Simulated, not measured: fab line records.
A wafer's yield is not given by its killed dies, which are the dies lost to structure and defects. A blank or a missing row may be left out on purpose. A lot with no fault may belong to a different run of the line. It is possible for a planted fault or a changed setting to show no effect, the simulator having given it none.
Which tool is to blame?	flow gf180mcu	11 lots, 33 wafers sampled, at 3 steps of a route of 602

WHAT THE GAUGES READ, wafer by wafer
GF_VT_IMPLANT_TW_MEAS_32.
lot	measured	on	VT_IMPLANT_3_TW
L242	day 7 02:58	film_metro-04	268.2 268.4 268.0
L243	day 7 07:59	film_metro-03	272.1 271.7 273.1
L244	day 7 14:17	film_metro-03	272.4 271.7 272.5
L247	day 8 07:23	film_metro-01	270.3 268.9 268.6
L250	day 9 06:35	film_metro-04	267.7 267.7 267.8
L251	day 9 14:20	film_metro-01	30.1 30.1 30.2
L252	day 9 18:58	film_metro-03	30.3 30.2 30.4
L253	day 10 01:17	film_metro-04	267.7 266.9 267.2
L258	day 11 09:47	film_metro-01	271.0 272.7 271.9
L260	day 12 05:41	film_metro-04	266.3 266.9 267.8
L262	day 12 12:53	film_metro-03	272.9 273.0 272.9

WHAT TOOL EACH LOT RAN ON (gives the tool, then ch and the chambers of the sampled wafers, and finally the start)
lot	GF_VT_IMPLANT_STRIP_20	GF_VT_IMPLANT_STRIP_31
L242	plasma_asher-04 ch 0,1, day 6 11:52	plasma_asher-04 ch 0,1, day 7 02:53
L243	plasma_asher-03 ch 0,1, day 6 17:17	plasma_asher-03 ch 0,1, day 7 07:53
L244	plasma_asher-03 ch 0,1, day 6 22:31	plasma_asher-04 ch 0,1, day 7 14:11
L247	plasma_asher-03 ch 0,1, day 7 15:01	plasma_asher-04 ch 0,1, day 8 07:17
L250	plasma_asher-04 ch 0,1, day 8 14:05	plasma_asher-04 ch 0,1, day 9 06:29
L251	plasma_asher-04 ch 0,1, day 8 22:07	plasma_asher-02 ch 0, day 9 14:14
L252	plasma_asher-03 ch 0,1, day 9 02:17	plasma_asher-03 ch 0,1, day 9 18:53
L253	plasma_asher-04 ch 1, day 9 08:17	plasma_asher-03 ch 0,1, day 10 01:11
L258	plasma_asher-04 ch 0,1, day 10 15:11	plasma_asher-02 ch 0, day 11 09:41
L260	plasma_asher-02 ch 0,1, day 11 10:19	plasma_asher-04 ch 0,1, day 12 05:36
L262	plasma_asher-02 ch 0,1, day 11 17:14	plasma_asher-03 ch 0,1, day 12 12:47
- GF_VT_IMPLANT_STRIP_20: strips in O2/N2.
- GF_VT_IMPLANT_STRIP_31: strips in O2/N2.

THE ANSWER, worked out from the rows above alone
Rule: usual is defined by the lots themselves. The widest of any qualifying gaps counts: lots, ordered by their means at a reading, are off when they make up no more than a third of the lots, leave a main group of 4 or more, and stand apart from it by 3 or more times the standard deviation of that group's means. Not used: any main group whose means are identical at the precision the tables above print for the reading. A lot without any number at a reading at which 4 lots or more have one is off too. Where the step has rows for the other lots, those lots are counted as sound.
Off: at GF_VT_IMPLANT_TW_MEAS_32 (VT_IMPLANT_3_TW), L251, L252. The main group has a mean of 269.9 with a standard deviation of 2.3.
If a tool, at a process step before that reading, ran all the lots that are off and no sound lot after the first of them, it fits. Those tools and the gauges at GF_VT_IMPLANT_TW_MEAS_32 are tried in the same way. Not one of the candidates tried fits.

WHAT THE SIMULATOR HAD INSERTED
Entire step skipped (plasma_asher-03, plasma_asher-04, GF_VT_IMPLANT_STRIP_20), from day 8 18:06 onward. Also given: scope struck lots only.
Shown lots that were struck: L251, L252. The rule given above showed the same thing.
